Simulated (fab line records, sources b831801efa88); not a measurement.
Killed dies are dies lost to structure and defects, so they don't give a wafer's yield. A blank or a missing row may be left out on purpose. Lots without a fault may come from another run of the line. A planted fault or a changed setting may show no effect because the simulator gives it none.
fab line records | flow sky130
record lots=6 wafers=18 last_day=50
route steps=708 shown SD_N@350 SD_P@359 RES_XHIGH@360 SALICIDE@361 LI_CONTACT@362 PAD_OPEN@708
lots that met no fault: from a run of the same line without faults
start_h: hours from the record's first day to the start of the lot's first wafer shown | wait_h: hours since the lot's step before | " the same as in the row above | L1.1+2: a row that stands for several wafers | - no value, or no start given | * or withheld: withheld | < > ~ a bound
route shown NAME@n: a module of which the file shows steps, and the number in the route of the first | usual: mean/standard deviation of fault-free wafers | same: alike in all rows | chamber/n: place in a boat | sites: the reading at each site | _std_site: their standard deviation | _edge_site: outer sites' mean less inner sites' | radius_mm: how far each site lies from the wafer's centre | mask NAME#n: copy n | behind: the tool/chamber that last shaped the wafer | hold: why the lot was held/for how many hours/how that ended | device: the transistor (n, p or np) that didn't switch | end of line: the same wafers' tests at the end of the route | a step without rows: its recipe alone | killed: dies lost to structure and defects at the first sort, not the wafer's yield | map: a wafer's dies, x killed, . not, _ none there
set.NAME: the setting as run; set.NAME@STEP: as run at that earlier step | model.NAME: the simulator's own value behind a step, which no gauge read
lots at some steps of the route; a table a step, a row a wafer
services: from which hour (start_h, from the record's first day; less than 0 if before it) a tool's chamber was out of use, for how many hours, and why
## steps
# step SKY_SD_N_OVL_MEAS_08
# usual SD_N_OVL=0.5/1.4
# columns lot.wafer tool chamber start_h wait_h SD_N_OVL[nm]
L867.1 overlay-01 - 671.04 0.1 0.7
L867.5 " - " " 1.3
L867.6 " - " " 1.8
L868.2 overlay-01 - 688.35 0.1 0.5
L868.4 " - " " -1.1
L868.5 " - " " 1.1
L879.2 overlay-01 - 763.23 0.1 0.1
L879.5 " - " " -1.8
L879.6 " - " " -0.2
L880.3 overlay-01 - 773.70 0.1 1.9
L880.4 " - " " 2.9
L880.6 " - " " 2.2
L882.2 overlay-02 - 790.05 0.1 0.8
L882.3 " - " " -0.5
L882.6 " - " " 1.4
L886.2 overlay-02 - 814.60 0.1 -2.0
L886.3 " - " " -3.4
L886.5 " - " " -1.8
# step SKY_SD_N_IMPLANT_09
# recipe species=As energy_kev=50 dose_cm2=4e+15 tilt_deg=0
# step SKY_SD_N_IMPLANT_10
# recipe species=P energy_kev=20 dose_cm2=1e+14 tilt_deg=0
# step SKY_SD_N_STRIP_11
# recipe chemistry=O2/N2 power_w=1400 pressure_mtorr=1500 platen_temp_c=withheld o2_flow_sccm=3000 n2_flow_sccm=300 overash_fraction=0.5
# usual drypump_motor_current_A=6.10/0.18 oes_product_au=0.528/0.0048 strip_time_to_endpoint_s=22.54/0.044
# columns lot.wafer tool chamber start_h wait_h drypump_motor_current_A oes_product_au rf_hours_counter_h strip_time_to_endpoint_s
L867.1 plasma_asher-02 1 671.38 0.1 6.23 0.528 99 22.57
L867.5 " 1 " " 6.26 0.523 - 22.54
L867.6 " 0 " " 5.99 0.517 - 22.54
L868.2 plasma_asher-01 1 688.68 0.1 6.24 0.525 84 22.57
L868.4 " 0 " " 6.13 0.525 - 22.50
L868.5 " 1 " " 6.24 0.528 - 22.54
L879.2 plasma_asher-02 1 763.56 0.1 6.25 0.536 2 22.58
L879.5 " 0 " " 5.95 0.535 - 22.52
L879.6 " 1 " " 6.24 0.528 - 22.50
L880.3 plasma_asher-01 1 774.06 0.1 6.24 0.521 - 22.49
L880.4 " 0 " " 6.17 0.529 - 22.50
L880.6 " 0 " " 6.17 0.534 - 22.49
L882.2 plasma_asher-04 0 790.38 0.1 6.08 0.523 69 22.59
L882.3 " 0 " " 6.09 0.528 - 22.59
L882.6 " 1 " " 5.64 0.521 - 22.56
L886.2 plasma_asher-02 0 814.93 0.1 5.99 0.532 8 22.52
L886.3 " 0 " " 5.98 0.518 - 22.50
L886.5 " 1 " " 6.25 0.533 - 22.46
# step SKY_SD_N_TW_MEAS_12
# usual SD_N_TW=4002/37
# columns lot.wafer tool chamber start_h wait_h SD_N_TW
L867.1 film_metro-03 - 671.48 0.1 4040
L867.5 " - " " 4036
L867.6 " - " " 4032
L868.2 film_metro-04 - 688.79 0.1 4042
L868.4 " - " " 4010
L868.5 " - " " 4054
L879.2 film_metro-03 - 763.67 0.1 4057
L879.5 " - " " 4034
L879.6 " - " " 4026
L880.3 film_metro-04 - 774.15 0.1 4024
L880.4 " - " " 4004
L880.6 " - " " 3996
L882.2 film_metro-04 - 790.49 0.1 4006
L882.3 " - " " 4014
L882.6 " - " " 4008
L886.2 film_metro-03 - 815.04 0.1 4029
L886.3 " - " " 4032
L886.5 " - " " 4013
# step SKY_SD_N_CLEAN_13
# recipe chemistry=SC1/SC2 mix=1:4:20 temp_c=70 time_s=150 dry=n2_spin
# step SKY_SD_N_RTA_14
# recipe temp_c=1075 time_s=2 idle_temp_c=650 ramp_up_c_per_s=150 ramp_down_c_per_s=90 ambient=N2
# usual lamp_power_pct=15.73/0.049 wafer_temp_C_max=1078.1/1.3
# columns lot.wafer tool chamber start_h wait_h lamp_power_pct wafer_temp_C_max
L867.1 rtp_anneal-01 0 671.59 0.0 15.77 1076.0
L867.5 " 0 " " 15.68 1077.5
L867.6 " 0 " " 15.82 1078.7
L868.2 rtp_anneal-01 0 688.91 0.0 15.75 1078.4
L868.4 " 0 " " 15.75 1077.3
L868.5 " 0 " " 15.74 1077.6
L879.2 rtp_anneal-02 0 763.79 0.0 15.71 1078.4
L879.5 " 0 " " 15.73 1079.1
L879.6 " 0 " " 15.76 1077.4
L880.3 rtp_anneal-01 0 774.25 0.0 15.75 1076.2
L880.4 " 0 " " 15.76 1076.4
L880.6 " 0 " " 15.71 1076.7
L882.2 rtp_anneal-01 0 790.60 0.0 15.83 1077.9
L882.3 " 0 " " 15.82 1081.3
L882.6 " 0 " " 15.72 1076.7
L886.2 rtp_anneal-01 0 815.15 0.0 15.83 1078.4
L886.3 " 0 " " 15.77 1077.9
L886.5 " 0 " " 15.68 1078.4
# step SKY_SD_N_RS_MEAS_16
# recipe thk_meas_gauge=four-point-probe
# usual SD_N_RS=68.57/0.1
# columns lot.wafer tool chamber start_h wait_h SD_N_RS[ohm/sq]
L867.1 film_metro-04 - 671.76 0.1 68.56
L867.5 " - " " 68.54
L867.6 " - " " 68.58
L868.2 film_metro-04 - 689.14 0.1 68.50
L868.4 " - " " 68.54
L868.5 " - " " 68.36
L879.2 film_metro-04 - 764.02 0.1 68.66
L879.5 " - " " 68.65
L879.6 " - " " 68.58
L880.3 film_metro-04 - 774.45 0.1 68.73
L880.4 " - " " 68.59
L880.6 " - " " 68.52
L882.2 film_metro-03 - 790.78 0.1 68.44
L882.3 " - " " 68.36
L882.6 " - " " 68.65
L886.2 film_metro-04 - 815.33 0.1 68.46
L886.3 " - " " 68.30
L886.5 " - " " 68.57
# step SKY_SD_N_RS_MEAS_17
# recipe thk_meas_gauge=four-point-probe
# usual SD_P_RS=147.0/0.34
# columns lot.wafer tool chamber start_h wait_h SD_P_RS[ohm/sq]
L867.1 film_metro-04 - 671.88 0.1 147.6
L867.5 " - " " 146.7
L867.6 " - " " 146.6
L868.2 film_metro-04 - 689.26 0.1 146.6
L868.4 " - " " 146.9
L868.5 " - " " 146.5
L879.2 film_metro-04 - 764.14 0.1 147.3
L879.5 " - " " 147.3
L879.6 " - " " 147.3
L880.3 film_metro-04 - 774.57 0.1 147.3
L880.4 " - " " 147.0
L880.6 " - " " 147.0
L882.2 film_metro-03 - 790.90 0.1 146.8
L882.3 " - " " 146.6
L882.6 " - " " 146.5
L886.2 film_metro-04 - 815.45 0.1 146.8
L886.3 " - " " 147.0
L886.5 " - " " 146.8
# step SKY_SD_N_RS_MEAS_18
# recipe thk_meas_gauge=four-point-probe
# usual RES_XHIGH_RS=333.3/1.4
# columns lot.wafer tool chamber start_h wait_h RES_XHIGH_RS[ohm/sq]
L867.1 film_metro-04 - 672.00 0.1 331.8
L867.5 " - " " 331.9
L867.6 " - " " 331.5
L868.2 film_metro-04 - 689.38 0.1 333.2
L868.4 " - " " 333.8
L868.5 " - " " 332.1
L879.2 film_metro-04 - 764.26 0.1 333.3
L879.5 " - " " 333.0
L879.6 " - " " 332.6
L880.3 film_metro-04 - 774.69 0.1 334.0
L880.4 " - " " 336.0
L880.6 " - " " 334.2
L882.2 film_metro-03 - 791.02 0.1 333.3
L882.3 " - " " 333.1
L882.6 " - " " 333.7
L886.2 film_metro-04 - 815.57 0.1 335.6
L886.3 " - " " 335.2
L886.5 " - " " 335.7
# step SKY_SALICIDE_CLEAN_00
# recipe chemistry=HF-last time_s=30 dilution=100:1 dry=ipa_marangoni
# step SKY_LI_CONTACT_HDPCVD_00
# recipe material=PSG target_thk_nm=930 sigma_open_frac=0.3 time_s=155 temp_c=600 sih4_flow_sccm=60 pressure_mtorr=6
# columns lot.wafer tool chamber start_h wait_h model.PSG_of_LI_CONTACT_HDPCVD_00.thk_nm
L867.1 hdpcvd-01 0 672.14 0.0 927.7
L867.5 " 2 " " 927.6
L867.6 " 0 " " 924
L868.2 hdpcvd-01 0 689.50 0.0 933.5
L868.4 " 1 " " 936
L868.5 " 0 " " 932.4
L879.2 hdpcvd-01 0 764.38 0.0 931.6
L879.5 " 1 " " 1360
L879.6 " 2 " " 1339
L880.3 hdpcvd-01 1 774.79 0.0 936.4
L880.4 " 0 " " 1349
L880.6 " 1 " " 1357
L882.2 hdpcvd-02 2 791.14 0.0 937.2
L882.3 " 0 " " 951.8
L882.6 " 2 " " 935.5
L886.2 hdpcvd-02 1 815.69 0.0 933.9
L886.3 " 0 " " 951.5
L886.5 " 2 " " 936.4
# step SKY_LI_CONTACT_THK_MEAS_01
# recipe reads=PSG_of_LI_CONTACT_HDPCVD_00
# usual LI_CONTACT_HDPCVD_THK=932/9.6
# columns lot.wafer tool chamber start_h wait_h LI_CONTACT_HDPCVD_THK[nm]
L867.1 film_metro-02 - 672.24 0.1 928
L867.5 " - " " 928
L867.6 " - " " 924
L868.2 film_metro-03 - 689.61 0.1 933
L868.4 " - " " 936
L868.5 " - " " 932
L879.2 film_metro-03 - 764.49 0.1 932
L879.5 " - " " 1360
L879.6 " - " " 1339
L880.3 film_metro-03 - 774.91 0.1 937
L880.4 " - " " 1349
L880.6 " - " " 1357
L882.2 film_metro-04 - 791.25 0.1 937
L882.3 " - " " 952
L882.6 " - " " 935
L886.2 film_metro-03 - 815.80 0.1 933
L886.3 " - " " 951
L886.5 " - " " 936
# step SKY_LI_CONTACT_CMP_02
# recipe material=PSG down_force_psi=4 platen_rpm=60 pad_velocity_m_s=0.94248
# usual motor_current_A=12.2/1 time_to_endpoint_s=31.5/2.8
# columns lot.wafer tool chamber start_h wait_h motor_current_A time_to_endpoint_s
L867.1 cmp-02 0 672.30 0.1 12.5 28.1
L867.5 " 0 " " 11.8 28.9
L867.6 " 1 " " 11.1 29.7
L868.4 cmp-01 3 689.71 0.1 12.9 32.8
L868.2 " 0 " " 12.4 31.8
L868.5 " 3 " " 12.5 28.9
L879.2 cmp-02 3 764.54 0.0 12.5 31.8
L879.5 " 3 " " 12.3 69.2
L879.6 " 0 " " 12.2 66.0
L880.4 cmp-02 0 774.95 0.0 12.0 65.6
L880.3 " 3 " " 12.3 28.9
L880.6 " 0 " " 12.4 69.8
L882.3 cmp-01 3 791.30 0.0 12.3 31.8
L882.2 " 1 " " 12.7 27.0
L882.6 " 3 " " 12.6 31.5
L886.3 cmp-01 0 815.85 0.0 12.2 34.1
L886.2 " 3 " " 13.0 29.9
L886.5 " 0 " " 12.3 31.2
# step SKY_LI_CONTACT_BOW_MEAS_03
# recipe mode=bow
# usual LI_CONTACT_BOW=56/6.4
# columns lot.wafer tool chamber start_h wait_h LI_CONTACT_BOW[um]
L867.1 film_metro-04 - 672.60 0.2 49
L867.5 " - " " 50
L867.6 " - " " 49
L868.2 film_metro-03 - 689.98 0.2 49
L868.4 " - " " 52
L868.5 " - " " 57
L879.2 film_metro-03 - 764.86 0.3 60
L879.5 " - " " 49
L879.6 " - " " 51
L880.3 film_metro-03 - 775.29 0.1 42
L880.4 " - " " 64
L880.6 " - " " 58
L882.2 film_metro-04 - 791.62 0.2 60
L882.3 " - " " 67
L882.6 " - " " 61
L886.2 film_metro-04 - 816.17 0.1 63
L886.3 " - " " 46
L886.5 " - " " 56
# step SKY_PAD_OPEN_PROBE_99
# usual killed_at_M0_to_M3=42/6.1 killed_at_M4_up=3.1/1.7 killed_at_contacts=24/5.5 killed_at_front_end=16/4.1 killed_at_other=0.3/0.57 killed_dies=86/8.2 killed_open=47/6.8 killed_short=38/5.8
# same gross_dies=492 killed_at_back_side=0
# columns lot.wafer tool chamber start_h wait_h killed_at_M0_to_M3 killed_at_M4_up killed_at_contacts killed_at_front_end killed_at_other killed_dies killed_open killed_short
L868.2 prober-02 - 1106.33 0.1 43 4 23 18 0 88 51 36
L868.4 prober-02 - 1106.43 0.2 41 4 15 14 0 74 42 32
L868.5 prober-02 - 1106.48 0.2 39 2 28 13 0 82 48 33
# killed by level:class
L868.2 CONTACT:geometric_particle:open=11 VIA1:geometric_particle:open=10 VIA3:geometric_particle:open=8 METAL3:geometric_particle:short=6 FIELD_ISO:geometric_particle:open=5 LI_CONTACT:geometric_particle:short=5 LI_CONTACT:geometric_particle:open=5 VIA2:geometric_particle:open=5
L868.4 VIA1:geometric_particle:open=8 VIA1:geometric_particle:short=7 FIELD_ISO:geometric_particle:short=6 VIA2:geometric_particle:open=6 VIA3:geometric_particle:open=5 CONTACT:geometric_particle:open=5 LI_CONTACT:geometric_particle:open=4 FIELD_ISO:geometric_particle:open=3
L868.5 CONTACT:geometric_particle:open=14 VIA2:geometric_particle:open=8 CONTACT:geometric_particle:short=8 VIA3:geometric_particle:open=7 FIELD_ISO:geometric_particle:open=5 LI_CONTACT:geometric_particle:open=5 VIA1:geometric_particle:open=5 VIA1:geometric_particle:short=5
## services
# columns tool chamber start_h hours kind
hdpcvd-01 - 650.75 15.0 pm
hdpcvd-01 0 650.75 15.0 vent_cycle
hdpcvd-01 1 650.75 15.0 vent_cycle
hdpcvd-01 2 650.75 15.0 vent_cycle
hdpcvd-01 0 665.75 - clean
hdpcvd-01 1 665.75 - clean
hdpcvd-01 2 665.75 - clean
cmp-01 - 682.50 0.6 repair
hdpcvd-02 - 698.44 0.6 repair
cmp-01 - 704.61 3.4 pm
plasma_asher-01 - 714.01 3.3 repair
plasma_asher-02 - 717.47 2.9 repair
plasma_asher-02 - 719.44 5.1 repair
plasma_asher-01 - 720.72 15.6 pm
plasma_asher-02 - 733.75 9.0 pm
plasma_asher-02 0 733.75 9.0 vent_cycle
cmp-02 - 736.67 6.9 pm
plasma_asher-02 - 743.34 0.6 repair
cmp-02 - 744.06 4.0 pm
cmp-02 - 749.93 3.9 repair
hdpcvd-02 - 764.37 5.5 pm
plasma_asher-02 - 770.84 3.6 repair
rtp_anneal-02 - 785.01 3.0 pm
plasma_asher-01 - 787.19 28.1 pm
## key
first_sign step=SKY_LI_CONTACT_THK_MEAS_01 reading=LI_CONTACT_HDPCVD_THK direction=up sigmas=44 usual=932 struck=1351
effect step=SKY_LI_CONTACT_CMP_02 reading=time_to_endpoint_s direction=up sigmas=13 usual=* struck=*
model_effect step=SKY_LI_CONTACT_HDPCVD_00 value=PSG_of_LI_CONTACT_HDPCVD_00.thk_nm without=935.4 struck=1351
met_at SKY_LI_CONTACT_HDPCVD_00
struck_wafers L879.5,L879.6,L880.4,L880.6
tester_left_out L879,L880
onset_between 689.50 764.38
fault kind=process_parameter_drift tool=hdpcvd-01 chamber=- onset_h=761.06 steps=SKY_LI_CONTACT_HDPCVD_00 channel=target_thk_nm offset=415.71 shape=step end_h=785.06 scope=struck_wafers_only acts_in=these_recipes_only stated=930
# tester_left_out: of these lots the tester's yield and bins aren't shown, on N5 and GAA mostly nor the transistor test; their killed dies are dies lost to structure and defects alone, not to doping, threshold or leakage, so they don't give the yield
